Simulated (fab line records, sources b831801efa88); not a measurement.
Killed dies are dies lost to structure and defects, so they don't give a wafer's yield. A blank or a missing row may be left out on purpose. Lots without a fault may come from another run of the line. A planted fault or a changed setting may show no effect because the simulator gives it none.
fab line records | flow sfq_line | part 1 of 2: steps 1 to 27 of 38
record lots=5 wafers=15 last_day=94
route steps=325 shown M0@28 I0@43 M1@58
lots that met no fault: from a run of the same line without faults
start_h: hours from the record's first day to the start of the lot's first wafer shown | wait_h: hours since the lot's step before | " the same as in the row above | L1.1+2: a row that stands for several wafers | - no value, or no start given | * or withheld: withheld | < > ~ a bound
route shown NAME@n: a module of which the file shows steps, and the number in the route of the first | usual: mean/standard deviation of fault-free wafers | same: alike in all rows | chamber/n: place in a boat | sites: the reading at each site | _std_site: their standard deviation | _edge_site: outer sites' mean less inner sites' | radius_mm: how far each site lies from the wafer's centre | mask NAME#n: copy n | behind: the tool/chamber that last shaped the wafer | hold: why the lot was held/for how many hours/how that ended | device: the transistor (n, p or np) that didn't switch | end of line: the same wafers' tests at the end of the route | a step without rows: its recipe alone | killed: dies lost to structure and defects at the first sort, not the wafer's yield | map: a wafer's dies, x killed, . not, _ none there
set.NAME: the setting as run; set.NAME@STEP: as run at that earlier step | model.NAME: the simulator's own value behind a step, which no gauge read
lots at some steps of the route; a table a step, a row a wafer
services: from which hour (start_h, from the record's first day; less than 0 if before it) a tool's chamber was out of use, for how many hours, and why
## steps
# step SFQ_TRILAYER_M0_DEP_PRE_CLEAN_020
# recipe gas=Ar time_s=15 bias_v=250
# columns lot.wafer tool chamber start_h wait_h
L081.1+5+6 pvd_sputter-04 - 138.36 0.0
L087.1+3+5 pvd_sputter-04 - 177.92 0.0
L091.3+4+6 pvd_sputter-04 - 218.07 0.0
L096.2+3+4 pvd_sputter-04 - 246.59 0.0
L097.2+3+6 pvd_sputter-03 - 252.42 0.0
# step SFQ_TRILAYER_M0_DEP_SPUTTER_019
# recipe material=Nb base_pressure_pa=1.33e-06 chamber_pressure_pa=0.1333 substrate_temp_c=20 resputter_cathode_voltage_v=400 target_thk_nm=200 power_w=2000 time_s=133.3
# usual cathode_dc_power_W=2000.0/0.35 chamber_pressure_pa=0.13331/0.00026 throttle_valve_pct=29.4/0.79
# columns lot.wafer tool chamber start_h wait_h cathode_dc_power_W chamber_pressure_pa throttle_valve_pct
L081.1 pvd_sputter-04 - 138.39 0.0 2000.1 0.13383 28.5
L081.5 " - " " 1999.5 0.13334 29.0
L081.6 " - " " 2000.4 0.13298 27.9
L087.1 pvd_sputter-04 - 177.94 0.0 1999.8 0.13347 28.1
L087.3 " - " " 2000.2 0.1335 30.6
L087.5 " - " " 1999.6 0.1333 29.0
L091.3 pvd_sputter-04 - 218.09 0.0 2000.5 0.13263 30.5
L091.4 " - " " 1999.8 0.13349 28.7
L091.6 " - " " 2000.5 0.13332 28.7
L096.2 pvd_sputter-04 - 246.62 0.0 2000.7 0.13304 30.8
L096.3 " - " " 2000.0 0.13373 30.7
L096.4 " - " " 1999.9 0.13334 28.9
L097.2 pvd_sputter-03 - 252.44 0.0 2000.0 0.13283 29.1
L097.3 " - " " 2000.0 0.13304 30.1
L097.6 " - " " 1999.7 0.1334 29.0
# step SFQ_M0_RS_MEAS_904
# recipe thk_meas_gauge=four-point-probe reads=Nb_of_TRILAYER_M0_DEP_SPUTTER_019
# usual M0_NB_RS=0.891/0.011
# columns lot.wafer tool chamber start_h wait_h M0_NB_RS[ohm/sq]
L081.1 film_metro-04 - 138.48 0.0 0.896
L081.5 " - " " 0.889
L081.6 " - " " 0.882
L087.1 film_metro-04 - 178.03 0.0 0.884
L087.3 " - " " 0.892
L087.5 " - " " 0.884
L091.3 film_metro-02 - 218.22 0.1 0.874
L091.4 " - " " 0.872
L091.6 " - " " 0.875
L096.2 film_metro-03 - 246.73 0.1 0.891
L096.3 " - " " 0.889
L096.4 " - " " 0.888
L097.2 film_metro-02 - 252.55 0.1 0.895
L097.3 " - " " 0.894
L097.6 " - " " 0.901
# step SFQ_TRILAYER_M0_LITHO_COAT_026
# recipe resist=BARC spin_rpm=3000 resist_thk_nm=62
# columns lot.wafer tool chamber start_h wait_h
L081.1+5+6 litho_track-02 0 138.66 0.1
L087.1+3+5 litho_track-04 0 178.22 0.1
L091.3+4+6 litho_track-04 0 218.46 0.1
L096.2+3+4 litho_track-04 0 246.94 0.1
L097.2+3+6 litho_track-04 0 252.76 0.1
# step SFQ_TRILAYER_M0_LITHO_COAT_021
# recipe resist=KrF spin_rpm=3000 resist_thk_nm=600
# columns lot.wafer tool chamber start_h wait_h
L081.1+5+6 litho_track-02 0 138.96 0.2
L087.1+3+5 litho_track-04 0 178.52 0.2
L091.3+4+6 litho_track-04 0 218.76 0.2
L096.2+3+4 litho_track-04 0 247.24 0.2
L097.2+3+6 litho_track-04 0 253.06 0.2
# step SFQ_TRILAYER_M0_LITHO_SOFTBAKE_025
# recipe temp_c=withheld time_s=withheld resist=KrF
# columns lot.wafer tool chamber start_h wait_h
L081.1+5+6 litho_track-02 0 139.26 0.2
L087.1+3+5 litho_track-04 0 178.82 0.2
L091.3+4+6 litho_track-04 0 219.01 0.2
L096.2+3+4 litho_track-04 0 247.51 0.2
L097.2+3+6 litho_track-04 0 253.34 0.2
# step SFQ_TRILAYER_M0_LITHO_EXPOSE_022
# recipe mask_id=M0 na=0.6 source_shape=conventional sigma_outer=0.65 target_cd_nm=500 dose_mj=14.4
# usual focus_offset_nm=0.1/0.55
# columns lot.wafer tool chamber start_h wait_h mask focus_offset_nm
L081.1 krf_scanner-01 0 173.12 - M0#0 0.7
L081.5 " 0 " " M0#0 0.3
L081.6 " 0 " " M0#0 0.1
L087.1 krf_scanner-01 0 226.02 - M0#0 -0.3
L087.3 " 0 " " M0#0 -0.2
L087.5 " 0 " " M0#0 0.6
L091.3 krf_scanner-01 0 263.62 - M0#0 0.3
L091.4 " 0 " " M0#0 0.2
L091.6 " 0 " " M0#0 0.9
L096.2 krf_scanner-01 0 291.02 - M0#0 0.0
L096.3 " 0 " " M0#0 -0.5
L096.4 " 0 " " M0#0 -0.5
L097.2 krf_scanner-01 0 297.02 - M0#0 0.1
L097.3 " 0 " " M0#0 1.3
L097.6 " 0 " " M0#0 0.7
# step SFQ_TRILAYER_M0_LITHO_PEB_024
# recipe peb_temp_c=115 peb_time_s=60 resist=KrF
# usual heater_power_total_W=79.15/0.069
# columns lot.wafer tool chamber start_h wait_h heater_power_total_W
L081.1 litho_track-04 0 174.32 1.0 79.15
L081.5 " 0 " " 79.03
L081.6 " 0 " " 79.15
L087.1 litho_track-03 0 227.22 1.0 79.09
L087.3 " 0 " " 79.16
L087.5 " 0 " " 79.16
L091.3 litho_track-02 0 264.47 0.7 79.17
L091.4 " 0 " " 79.22
L091.6 " 0 " " 79.08
L096.2 litho_track-03 0 292.04 0.8 79.14
L096.3 " 0 " " 79.21
L096.4 " 0 " " 79.19
L097.2 litho_track-04 0 298.09 0.9 79.16
L097.3 " 0 " " 79.07
L097.6 " 0 " " 79.15
# step SFQ_TRILAYER_M0_LITHO_DEVELOP_023
# recipe time_s=60 resist=KrF
# columns lot.wafer tool chamber start_h wait_h
L081.1+5+6 litho_track-04 0 174.47 0.1
L087.1+3+5 litho_track-03 0 227.37 0.1
L091.3+4+6 litho_track-02 0 264.62 0.1
L096.2+3+4 litho_track-03 0 292.19 0.1
L097.2+3+6 litho_track-04 0 298.24 0.1
# step SFQ_M0_OVL_MEAS_906
# usual M0_OVL=-3/5.3
# columns lot.wafer tool chamber start_h wait_h M0_OVL[nm]
L081.1 overlay-01 - 174.62 0.1 -6
L081.5 " - " " -10
L081.6 " - " " -7
L087.1 overlay-02 - 227.52 0.1 -19
L087.3 " - " " -17
L087.5 " - " " -15
L091.3 overlay-01 - 264.73 0.1 3
L091.4 " - " " -7
L091.6 " - " " -1
L096.2 overlay-01 - 292.32 0.1 -1
L096.3 " - " " -15
L096.4 " - " " -3
L097.2 overlay-01 - 298.37 0.1 -6
L097.3 " - " " -15
L097.6 " - " " -5
# step SFQ_TRILAYER_M0_BARC_OPEN_METAL_ETCH_031
# recipe mask_material=PR chemistry=O2 target_depth_nm=125 target=BARC icp_w=600 bias_w=80 pressure_mtorr=10 time_s=41.7
# usual drypump_motor_current_A=5.6/0.61 oes_product_au=0.684/0.0048
# columns lot.wafer tool chamber start_h wait_h drypump_motor_current_A oes_product_au rf_hours_counter_h
L081.1 rie_metal-04 1 174.65 0.0 6.6 0.690 154
L081.5 " 1 " " 6.6 0.683 -
L081.6 " 0 " " 5.6 0.686 -
L087.1 rie_metal-04 0 227.55 0.0 5.6 0.683 28
L087.3 " 0 " " 5.6 0.686 -
L087.5 " 1 " " 6.5 0.686 -
L091.3 rie_metal-04 0 264.77 0.0 5.6 0.680 -
L091.4 " 1 " " 6.6 0.678 -
L091.6 " 0 " " 5.6 0.682 -
L096.2 rie_metal-03 1 292.35 0.0 5.7 0.686 43
L096.3 " 1 " " 5.7 0.679 -
L096.4 " 0 " " 5.9 0.685 -
L097.2 rie_metal-02 1 298.40 0.0 5.2 0.678 70
L097.3 " 0 " " 4.6 0.680 -
L097.6 " 1 " " 5.3 0.685 -
# step SFQ_TRILAYER_M0_ETCH_METAL_ETCH_024
# recipe target=Nb stop_on=SiO2 mask_material=PR chemistry=Cl2/Ar target_depth_nm=240 icp_w=600 bias_w=80 pressure_mtorr=10 time_s=120
# usual drypump_motor_current_A=5.6/0.61 oes_product_au=0.893/0.0075
# columns lot.wafer tool chamber start_h wait_h drypump_motor_current_A oes_product_au rf_hours_counter_h
L081.1 rie_metal-04 1 174.71 0.0 6.6 0.897 154
L081.5 " 1 " " 6.6 0.895 -
L081.6 " 0 " " 5.6 0.895 -
L087.1 rie_metal-04 0 227.61 0.0 5.6 0.896 28
L087.3 " 0 " " 5.6 0.893 -
L087.5 " 1 " " 6.6 0.898 -
L091.3 rie_metal-04 0 264.86 0.1 5.6 0.904 -
L091.4 " 1 " " 6.6 0.901 -
L091.6 " 0 " " 5.6 0.910 -
L096.2 rie_metal-03 1 292.41 0.0 5.7 0.895 43
L096.3 " 1 " " 5.7 0.882 -
L096.4 " 0 " " 5.9 0.894 -
L097.2 rie_metal-02 1 298.46 0.0 5.3 0.900 70
L097.3 " 0 " " 4.6 0.894 -
L097.6 " 1 " " 5.2 0.893 -
# step SFQ_TRILAYER_M0_STRIP_STRIP_025
# recipe gas=O2 power_w=200 platen_temp_c=40 overash_fraction=0.65 chemistry=O2 pressure_mtorr=50
# usual drypump_motor_current_A=5.6/0.61 oes_product_au=0.996/0.0079 platen_temp_c=40.00/0.11
# columns lot.wafer tool chamber start_h wait_h drypump_motor_current_A oes_product_au platen_temp_c rf_hours_counter_h
L081.1 rie_metal-04 1 174.84 0.1 6.6 0.995 39.81 154
L081.5 " 1 " " 6.6 0.981 40.10 -
L081.6 " 0 " " 5.6 1.004 40.16 -
L087.1 rie_metal-04 0 227.74 0.1 5.6 0.995 40.05 28
L087.3 " 0 " " 5.6 0.997 39.93 -
L087.5 " 1 " " 6.6 1.008 40.00 -
L091.3 rie_metal-04 0 265.14 0.2 5.6 0.995 39.99 -
L091.4 " 1 " " 6.6 0.980 39.96 -
L091.6 " 0 " " 5.6 0.993 39.87 -
L096.2 rie_metal-03 1 292.54 0.1 5.7 0.992 40.27 44
L096.3 " 1 " " 5.7 0.998 40.05 -
L096.4 " 0 " " 5.9 0.987 40.16 -
L097.2 rie_metal-02 1 298.59 0.1 5.2 0.990 39.78 70
L097.3 " 0 " " 4.6 0.993 40.10 -
L097.6 " 1 " " 5.2 0.998 39.93 -
# step SFQ_TRILAYER_M0_STRIP_SOLV_CLEAN_026
# recipe chemistry=NMP temp_c=70 time_s=600
# columns lot.wafer tool chamber start_h wait_h
L081.1+5+6 wet_bench-02 1,6,4 175.44 0.4
L087.1+3+5 wet_bench-04 4,5,6 228.34 0.4
L091.3+4+6 wet_bench-04 1,6,2 265.54 0.2
L096.2+3+4 wet_bench-01 7,5,2 293.14 0.4
L097.2+3+6 wet_bench-02 5,6,1 299.19 0.4
# step SFQ_TRILAYER_I0_DEP_PECVD_027
# recipe material=SiO2 temp_c=150 time_s=111.11 pressure_torr=2.4 rf_w=183.3 precursor=SiH4/N2O target_thk_nm=500
# usual heater_power_w=85/18 susceptor_temp_C=149.99/0.14 throttle_valve_pct=25.2/1
# columns lot.wafer tool chamber start_h wait_h heater_power_w susceptor_temp_C throttle_valve_pct
L081.1 pecvd-02 1 175.61 0.0 85 150.21 26.6
L081.5 " 2 " " 61 149.94 25.6
L081.6 " 0 " " 84 149.84 27.1
L087.1 pecvd-02 2 228.51 0.0 57 149.96 23.2
L087.3 " 0 " " 69 150.26 22.8
L087.5 " 0 " " 72 150.15 22.7
L091.3 pecvd-03 1 265.89 0.0 91 150.14 26.0
L091.4 " 1 " " 94 149.93 26.0
L091.6 " 2 " " 90 150.02 25.5
L096.2 pecvd-01 0 293.31 0.0 84 149.94 25.0
L096.3 " 2 " " 64 150.10 24.9
L096.4 " 1 " " 65 149.89 24.7
L097.2 pecvd-03 1 299.38 0.0 92 149.96 26.1
L097.3 " 2 " " 84 149.97 25.3
L097.6 " 1 " " 93 149.84 26.1
# step SFQ_TRILAYER_I0_CMP_CMP_028
# recipe material=SiO2 down_force_psi=3 platen_rpm=60 pad_velocity_m_s=0.94248
# usual motor_current_A=10.2/0.9 platen_rpm=60.00/0.039 slurry_filter_dp_kPa=13.50/0.12 time_to_endpoint_s=212/8.8
# columns lot.wafer tool chamber start_h wait_h motor_current_A platen_rpm slurry_filter_dp_kPa time_to_endpoint_s
L081.1 cmp-02 0 178.24 2.6 10.1 60.01 13.74 215
L081.5 " 2 179.24 3.5 9.3 60.06 13.56 226
L081.6 " 3 " " 10.2 59.98 13.26 228
L087.1 cmp-02 1 233.72 5.2 11.0 59.97 13.54 192
L087.3 " 3 234.72 6.2 10.4 59.99 13.55 205
L087.5 " 1 235.72 7.1 11.0 59.96 13.37 217
L091.4 cmp-01 1 267.56 1.6 11.8 59.98 13.52 220
L091.3 " 2 " " 10.3 60.05 13.48 225
L091.6 " 1 269.56 3.6 11.2 60.00 13.64 221
L096.4 cmp-02 1 302.40 9.0 10.5 59.94 13.65 208
L096.3 " 2 " " 9.1 60.08 13.45 214
L096.2 " 3 " " 10.7 60.02 13.24 208
L097.3 cmp-02 1 305.40 6.0 10.9 60.03 13.49 198
L097.2 " 3 306.40 7.0 10.8 60.00 13.57 195
L097.6 " 1 307.40 7.9 10.6 59.97 13.49 202
# step SFQ_I0_BOW_MEAS_907
# recipe mode=bow
# usual I0_BOW=0/6.9
# columns lot.wafer tool chamber start_h wait_h I0_BOW[um]
L081.1 film_metro-01 - 180.24 1.5 -12
L081.5 " - " " -8
L081.6 " - " " 9
L087.1 film_metro-01 - 236.72 2.5 4
L087.3 " - " " 7
L087.5 " - " " 4
L091.3 film_metro-04 - 270.60 2.0 2
L091.4 " - " " 1
L091.6 " - " " 15
L096.2 film_metro-04 - 305.42 1.5 7
L096.3 " - " " 5
L096.4 " - " " 1
L097.2 film_metro-01 - 308.42 1.5 15
L097.3 " - " " 7
L097.6 " - " " -5
# step SFQ_TRILAYER_I0_METRO_MEASURE_029
# usual thk_nm=200.0/1
# columns lot.wafer tool chamber start_h wait_h thk_nm
L081.1 film_metro-01 - 180.36 0.1 200.9
L081.5 " - " " 200.0
L081.6 " - " " 199.7
L087.1 film_metro-01 - 236.84 0.1 198.9
L087.3 " - " " 200.9
L087.5 " - " " 198.7
L091.3 film_metro-04 - 271.08 0.5 200.0
L091.4 " - " " 199.1
L091.6 " - " " 200.4
L096.2 film_metro-04 - 305.72 0.3 200.3
L096.3 " - " " 201.7
L096.4 " - " " 199.7
L097.2 film_metro-01 - 308.72 0.3 198.8
L097.3 " - " " 199.3
L097.6 " - " " 200.5
# step SFQ_TRILAYER_I0_VIA_LITHO_COAT_036
# recipe resist=BARC spin_rpm=3000 resist_thk_nm=62
# columns lot.wafer tool chamber start_h wait_h
L081.1+5+6 litho_track-04 0 181.56 1.0
L087.1+3+5 litho_track-02 0 238.04 1.0
L091.3+4+6 litho_track-01 0 271.98 0.7
L096.2+3+4 litho_track-02 0 306.77 0.8
L097.2+3+6 litho_track-02 0 309.77 0.8
# step SFQ_TRILAYER_I0_VIA_LITHO_COAT_031
# recipe resist=KrF spin_rpm=3000 resist_thk_nm=650
# columns lot.wafer tool chamber start_h wait_h
L081.1+5+6 litho_track-04 0 181.86 0.2
L087.1+3+5 litho_track-02 0 238.34 0.2
L091.3+4+6 litho_track-01 0 272.28 0.2
L096.2+3+4 litho_track-02 0 307.07 0.2
L097.2+3+6 litho_track-02 0 310.07 0.2
# step SFQ_TRILAYER_I0_VIA_LITHO_SOFTBAKE_035
# recipe temp_c=withheld time_s=withheld resist=KrF
# columns lot.wafer tool chamber start_h wait_h
L081.1+5+6 litho_track-04 0 182.16 0.2
L087.1+3+5 litho_track-02 0 238.64 0.2
L091.3+4+6 litho_track-01 0 272.53 0.2
L096.2+3+4 litho_track-02 0 307.35 0.2
L097.2+3+6 litho_track-02 0 310.35 0.2
# step SFQ_TRILAYER_I0_VIA_LITHO_EXPOSE_032
# recipe mask_id=I0 na=0.6 source_shape=conventional sigma_outer=0.65 target_cd_nm=500 dose_mj=21.3
# usual focus_offset_nm=-0.1/0.47
# columns lot.wafer tool chamber start_h wait_h mask focus_offset_nm
L081.1 krf_scanner-01 0 230.82 - I0#0 0.7
L081.5 " 0 " " I0#0 0.0
L081.6 " 0 " " I0#0 0.3
L087.1 krf_scanner-01 0 282.42 - I0#0 -0.5
L087.3 " 0 " " I0#0 -0.2
L087.5 " 0 " " I0#0 0.1
L091.3 krf_scanner-01 0 319.12 - I0#0 -0.1
L091.4 " 0 " " I0#0 0.5
L091.6 " 0 " " I0#0 0.2
L096.2 krf_scanner-01 0 358.10 - I0#0 -0.2
L096.3 " 0 " " I0#0 -0.5
L096.4 " 0 " " I0#0 -0.6
L097.2 krf_scanner-01 0 361.70 - I0#0 0.1
L097.3 " 0 " " I0#0 -0.8
L097.6 " 0 " " I0#0 -0.5
# step SFQ_TRILAYER_I0_VIA_LITHO_PEB_034
# recipe peb_temp_c=115 peb_time_s=60 resist=KrF
# usual heater_power_total_W=79.15/0.068
# columns lot.wafer tool chamber start_h wait_h heater_power_total_W
L081.1 litho_track-02 0 232.02 1.0 79.21
L081.5 " 0 " " 79.22
L081.6 " 0 " " 79.17
L087.1 litho_track-02 0 283.62 1.0 79.06
L087.3 " 0 " " 79.13
L087.5 " 0 " " 79.20
L091.3 litho_track-04 0 319.97 0.7 79.12
L091.4 " 0 " " 79.20
L091.6 " 0 " " 79.09
L096.2 litho_track-01 0 359.12 0.8 79.17
L096.3 " 0 " " 79.14
L096.4 " 0 " " 79.14
L097.2 litho_track-04 0 362.72 0.8 79.27
L097.3 " 0 " " 79.11
L097.6 " 0 " " 79.21
# step SFQ_TRILAYER_I0_VIA_LITHO_DEVELOP_033
# recipe time_s=60 resist=KrF
# columns lot.wafer tool chamber start_h wait_h
L081.1+5+6 litho_track-02 0 232.17 0.1
L087.1+3+5 litho_track-02 0 283.77 0.1
L091.3+4+6 litho_track-04 0 320.12 0.1
L096.2+3+4 litho_track-01 0 359.27 0.1
L097.2+3+6 litho_track-04 0 362.87 0.1
# step SFQ_I0_OVL_MEAS_908
# usual I0_OVL=1/6.2
# columns lot.wafer tool chamber start_h wait_h I0_OVL[nm]
L081.1 overlay-01 - 232.32 0.1 12
L081.5 " - " " 16
L081.6 " - " " 18
L087.1 overlay-02 - 283.92 0.1 6
L087.3 " - " " -1
L087.5 " - " " 8
L091.3 overlay-01 - 320.24 0.1 2
L091.4 " - " " 4
L091.6 " - " " -7
L096.2 overlay-02 - 359.40 0.1 0
L096.3 " - " " 4
L096.4 " - " " -3
L097.2 overlay-01 - 363.00 0.1 -6
L097.3 " - " " -2
L097.6 " - " " -6
# step SFQ_TRILAYER_I0_VIA_BARC_OPEN_VIA_ETCH_046
# recipe mask_material=PR chemistry=O2 target_depth_nm=125 target=BARC source_w=500 bias_w=80 pressure_mtorr=30 time_s=41.7
# usual drypump_motor_current_A=5.7/0.36 oes_product_au=0.685/0.0044
# columns lot.wafer tool chamber start_h wait_h drypump_motor_current_A oes_product_au rf_hours_counter_h
L081.1 rie_diel-02 2 232.35 0.0 6.3 0.677 52
L081.5 " 3 " " 5.2 0.690 -
L081.6 " 0 " " 5.6 0.684 -
L087.1 rie_diel-02 0 283.95 0.0 5.6 0.685 9
L087.3 " 1 " " 5.5 0.679 85
L087.5 " 1 " " 5.5 0.687 -
L091.3 rie_diel-02 1 320.26 0.0 5.5 0.681 85
L091.4 " 0 " " 5.6 0.690 9
L091.6 " 1 " " 5.4 0.676 -
L096.2 rie_diel-02 1 359.43 0.0 5.5 0.683 86
L096.3 " 3 " " 5.2 0.681 51
L096.4 " 0 " " 5.6 0.683 10
L097.2 rie_diel-02 3 363.03 0.0 5.2 0.681 51
L097.3 " 0 " " 5.7 0.685 10
L097.6 " 0 " " 5.7 0.682 -
# step SFQ_TRILAYER_I0_VIA_ETCH_VIA_ETCH_034
# recipe target=SiO2 stop_on=Nb mask_material=PR taper_deg=20 chemistry=CHF3 target_depth_nm=260 source_w=500 bias_w=80 pressure_mtorr=30 time_s=withheld
# usual drypump_motor_current_A=5.7/0.36 oes_product_au=0.854/0.0048
# columns lot.wafer tool chamber start_h wait_h drypump_motor_current_A oes_product_au
L081.1 rie_diel-02 2 232.39 0.0 6.3 0.856
L081.5 " 3 " " 5.2 0.848
L081.6 " 0 " " 5.7 0.857
L087.1 rie_diel-02 0 283.99 0.0 5.6 0.848
L087.3 " 1 " " 5.4 0.852
L087.5 " 1 " " 5.5 0.852
L091.3 rie_diel-02 1 320.30 0.0 5.5 0.850
L091.4 " 0 " " 5.7 0.852
L091.6 " 1 " " 5.5 0.852
L096.2 rie_diel-02 1 359.47 0.0 5.5 0.853
L096.3 " 3 " " 5.2 0.851
L096.4 " 0 " " 5.6 0.851
L097.2 rie_diel-02 3 363.07 0.0 5.2 0.848
L097.3 " 0 " " 5.6 0.853
L097.6 " 0 " " 5.6 0.857
